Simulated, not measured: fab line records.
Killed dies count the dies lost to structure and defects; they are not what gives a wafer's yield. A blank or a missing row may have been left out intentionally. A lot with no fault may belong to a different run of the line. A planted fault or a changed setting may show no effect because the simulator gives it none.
What tool caused it? -- flow gf180mcu -- 30 wafers from 10 lots sampled at 6 of the route's 602 steps

== WHAT THE GAUGES READ, wafer by wafer ==
GF_V1_BOW_MEAS_05. Usual: V1_BOW typically reads 81 um, with standard deviation 7.8.
lot,measured,on,V1_BOW (um),flag
L776,day 17 09:29,film metro-02,80 65 84,
L778,day 17 20:56,film metro-04,82 82 91,
L782,day 20 02:56,film metro-03,92 88 93,
L788,day 21 11:17,film metro-03,87 66 86,
L789,day 22 02:55,film metro-04,72 71 71,
L790,day 22 12:26,film metro-02,76 80 71,
L792,day 22 22:19,film metro-03,79 87 86,
L793,day 23 09:27,film metro-03,87 94 72,
L798,day 25 20:34,film metro-02,69 77 79,
L799,day 25 21:28,film metro-02,88 87 82,

GF_V1_CD_MEAS_14: the cd target is 260 nm. Usual: cd nm at 260.6 nm, with a standard deviation of 0.99.
lot,measured,on,cd nm (nm),flag
L776,day 18 08:17,cd sem-01,261.3 260.9 260.3,
L778,day 18 20:50,cd sem-01,260.1 259.3 261.3,
L782,day 21 03:20,cd sem-01,260.5 261.2 261.3,
L788,day 22 10:48,cd sem-01,261.1 260.6 260.9,
L789,day 23 02:31,cd sem-01,259.7 260.5 259.5,
L790,day 23 11:20,cd sem-02,258.9 259.2 260.5,
L792,day 23 21:07,cd sem-01,261.0 259.9 259.9,
L793,day 24 08:02,cd sem-02,261.3 261.9 260.4,
L798,day 26 06:44,cd sem-01,260.9 260.2 258.6,
L799,day 26 09:16,cd sem-01,262.0 260.6 261.2,

GF_V1_RS_MEAS_24: a four-point-probe measurement. Usual: V1_W_RS typically reads 0.326 ohm/sq, with standard deviation 0.0049.
lot,measured,on,V1_W_RS (ohm/sq),flag
L776,day 18 09:19,film metro-02,0.318 0.319 0.329,
L778,day 18 21:52,film metro-03,0.323 0.322 0.321,
L782,day 21 04:23,film metro-03,0.324 0.328 0.318,
L788,day 22 11:52,film metro-02,0.319 0.329 0.321,
L789,day 23 03:32,film metro-02,0.329 0.326 0.200 0.329 0.326 0.200,OFF
L790,day 23 12:25,film metro-04,0.325 0.328 0.330,
L792,day 23 22:09,film metro-04,0.331 0.331 0.326,
L793,day 24 09:04,film metro-02,0.202 0.204 0.338 0.202 0.204 0.338,OFF
L798,day 26 07:50,film metro-03,0.331 0.326 0.321,
L799,day 26 10:18,film metro-04,0.328 0.325 0.327,

GF_V1_THK_MEAS_25: measures by xrf. Usual: V1_W_THK typically reads 354 nm, with standard deviation 6.3.
lot,measured,on,V1_W_THK (nm),flag
L776,day 18 09:25,film metro-02,363 361 353,
L778,day 18 21:58,film metro-03,361 364 364,
L782,day 21 04:30,film metro-03,355 349 362,
L788,day 22 11:59,film metro-02,361 352 360,
L789,day 23 07:21,film metro-02,350 353 - 350 352 -,
L790,day 23 12:32,film metro-04,357 353 348,
L792,day 23 22:16,film metro-04,349 348 357,
L793,day 24 11:17,film metro-02,- 565 339 562 564 339,OFF
L798,day 26 07:56,film metro-03,346 353 360,
L799,day 26 10:24,film metro-04,348 353 350,

== EACH LOT AND THE TOOL THAT RAN IT (in order: tool; ch and the chambers of the sampled wafers; start) ==
lot,GF_M1_METAL_ETCH_16,GF_V1_CVD_23
L776,"rie metal-04 ch 0, day 17 07:50","cvd w-02 ch 0,1, day 18 09:11"
L778,"rie metal-04 ch 0,1, day 17 19:20","cvd w-01 ch 0,1, day 18 21:44"
L782,"rie metal-01 ch 1, day 20 01:38","cvd w-02 ch 0,1, day 21 04:16"
L788,"rie metal-03 ch 0,1, day 21 10:02","cvd w-02 ch 0,1, day 22 11:44"
L789,"rie metal-01 ch 0,1, day 22 01:41","cvd w-02 ch 0,1, day 23 03:26"
L790,"rie metal-03 ch 0,1, day 22 11:11","cvd w-01 ch 0,1, day 23 12:17"
L792,"rie metal-01 ch 0,1, day 22 21:05","cvd w-01 ch 0,1, day 23 22:02"
L793,"rie metal-01 ch 0,1, day 23 08:14","cvd w-02 ch 0,1, day 24 08:57"
L798,"rie metal-03 ch 0,1, day 25 19:17","cvd w-01 ch 0,1, day 26 07:42"
L799,"rie metal-04 ch 0,1, day 25 19:50","cvd w-01 ch 0,1, day 26 10:11"
- GF_M1_METAL_ETCH_16: etches the open film in Cl2/BCl3, stops on SiO2, target depth 750.8 nm, time 125.1 s.
- GF_V1_CVD_23: deposits W, target thk 350 nm, time 105.05 s.

== WHAT THE TOOLS THEMSELVES READ (means of the sampled wafers that have a number; where no wafer has one, the mark that the record gives instead) ==
GF_M1_METAL_ETCH_16. Usual: bcl3 flow sccm 40.00 sccm, standard deviation 0.12; drypump motor current A 6.0 A, standard deviation 0.45; oes product au 0.991 a.u., standard deviation 0.005; rf fwd power W 795.8 W, standard deviation 2.9; throttle valve pct 28.229 %, standard deviation 0.0087.
lot,tool,bcl3 flow sccm (sccm),drypump motor current A (A),oes product au (a.u.),rf fwd power W (W),throttle valve pct (%),flag
L776,rie metal-04,40.11,5.7,0.989,793.9,28.228,
L778,rie metal-04,40.02,6.0,0.987,795.3,28.232,
L782,rie metal-01,39.99,5.4,0.995,795.7,28.224,
L788,rie metal-03,39.94,5.9,0.989,795.4,28.228,
L789,rie metal-01,40.04,6.2,0.989,800.0,28.228,
L790,rie metal-03,39.98,5.9,0.993,795.8,28.226,
L792,rie metal-01,39.99,5.8,0.988,796.4,28.230,
L793,rie metal-01,40.01,6.2,0.992,797.5,28.237,
L798,rie metal-03,40.03,5.9,0.990,800.0,28.227,
L799,rie metal-04,39.84,6.0,0.988,793.8,28.235,

GF_V1_CVD_23. Usual: heater power w at 866 W, with a standard deviation of 78.
lot,tool,heater power w (W),flag
L776,cvd w-02,870,
L778,cvd w-01,877,
L782,cvd w-02,903,
L788,cvd w-02,877,
L789,cvd w-02,895,
L790,cvd w-01,865,
L792,cvd w-01,888,
L793,cvd w-02,897,
L798,cvd w-01,876,
L799,cvd w-01,825,

== THE ANSWER, worked out from the rows above alone ==
Rule: a lot counts as off when the mean over its wafers that have a number is more than 3 standard deviations away from the usual mean. A lot without any number at a reading at which 4 lots or more have one is off too. Where the step has rows for the other lots, those lots are counted as sound. After the gauges, taken in route order, come the tools' own readings; for these a lot's mean is taken, as printed above. The first step at which some lot is off is used, and at that step the reading that is off furthest; a lot without a number counts as furthest.
Off: at GF_V1_RS_MEAS_24 (V1_W_RS), L789, L793.
If a tool, at a process step before that reading, ran all the lots that are off and no sound lot after the first of them, it fits. Gauges at GF_V1_RS_MEAS_24: tried the same way as those tools. Can't be told from this: 2 tools fit, cvd w-02 at GF_V1_CVD_23, film metro-02 at GF_V1_RS_MEAS_24.

== WHAT HAD BEEN PUT IN BY THE SIMULATOR ==
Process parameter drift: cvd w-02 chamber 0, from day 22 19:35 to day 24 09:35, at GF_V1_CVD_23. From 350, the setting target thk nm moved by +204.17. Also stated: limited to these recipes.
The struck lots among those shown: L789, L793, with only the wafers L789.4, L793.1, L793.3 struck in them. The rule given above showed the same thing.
